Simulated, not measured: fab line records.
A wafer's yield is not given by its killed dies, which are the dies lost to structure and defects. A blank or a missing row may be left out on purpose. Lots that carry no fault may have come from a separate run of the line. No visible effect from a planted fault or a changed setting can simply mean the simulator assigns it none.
What tool caused it? + flow sky130 + 7 lots with 21 wafers sampled at 2 steps, on a route of 708 steps

== WHAT EACH GAUGE READ, for each wafer ==
SKY_CONTACT_THK_MEAS_03.
| lot  | measured     | on           | CONTACT_HDPCVD_THK (nm) |
|------|--------------|--------------|-------------------------|
| L591 | day 32 11:17 | filmMetro-03 | 575 565 575             |
| L593 | day 32 15:48 | filmMetro-04 | 574 562 570             |
| L596 | day 33 10:13 | filmMetro-01 | 559 570 561             |
| L599 | day 34 12:42 | filmMetro-03 | 568 573 572             |
| L602 | day 35 14:11 | filmMetro-01 | 562 571 574             |
| L605 | day 36 07:10 | filmMetro-04 | 566 561 565             |
| L612 | day 38 03:56 | filmMetro-03 | 568 565 569             |

== WHICH TOOL RAN EACH LOT (tool, then ch and the chambers of the sampled wafers, then the start) ==
| lot  | SKY_CONTACT_HDPCVD_02            |
|------|----------------------------------|
| L591 | hdpcvd-01 ch 0,1, day 32 11:13   |
| L593 | hdpcvd-02 ch 0,1, day 32 15:43   |
| L596 | hdpcvd-02 ch 0,2, day 33 10:08   |
| L599 | hdpcvd-01 ch 0,1, day 34 12:38   |
| L602 | hdpcvd-01 ch 0,1,2, day 35 14:07 |
| L605 | hdpcvd-01 ch 1,2, day 36 07:05   |
| L612 | hdpcvd-01 ch 1,2, day 38 03:51   |
- SKY_CONTACT_HDPCVD_02: deposits SiO2, target thk 565 nm, time 94.2 s.

== THE ANSWER, worked out from the rows above alone ==
Rule: the usual values come from the lots themselves. Put in order of their means at a reading, lots are off if they are a third of the lots or fewer, leave a main group of 4 or more, and stand apart from it by a gap of 3 or more times the standard deviation of the main group's means; of several such gaps the widest counts. A main group whose means are all the same, to the digits that the tables above print for the reading, isn't used. A lot without any number at a reading at which 4 lots or more have one is off too. Any other lot the step has rows for is counted as sound.
No lot is off on any of the readings shown, so nothing can be concluded from this.

== WHAT THE SIMULATOR HAD PUT IN ==
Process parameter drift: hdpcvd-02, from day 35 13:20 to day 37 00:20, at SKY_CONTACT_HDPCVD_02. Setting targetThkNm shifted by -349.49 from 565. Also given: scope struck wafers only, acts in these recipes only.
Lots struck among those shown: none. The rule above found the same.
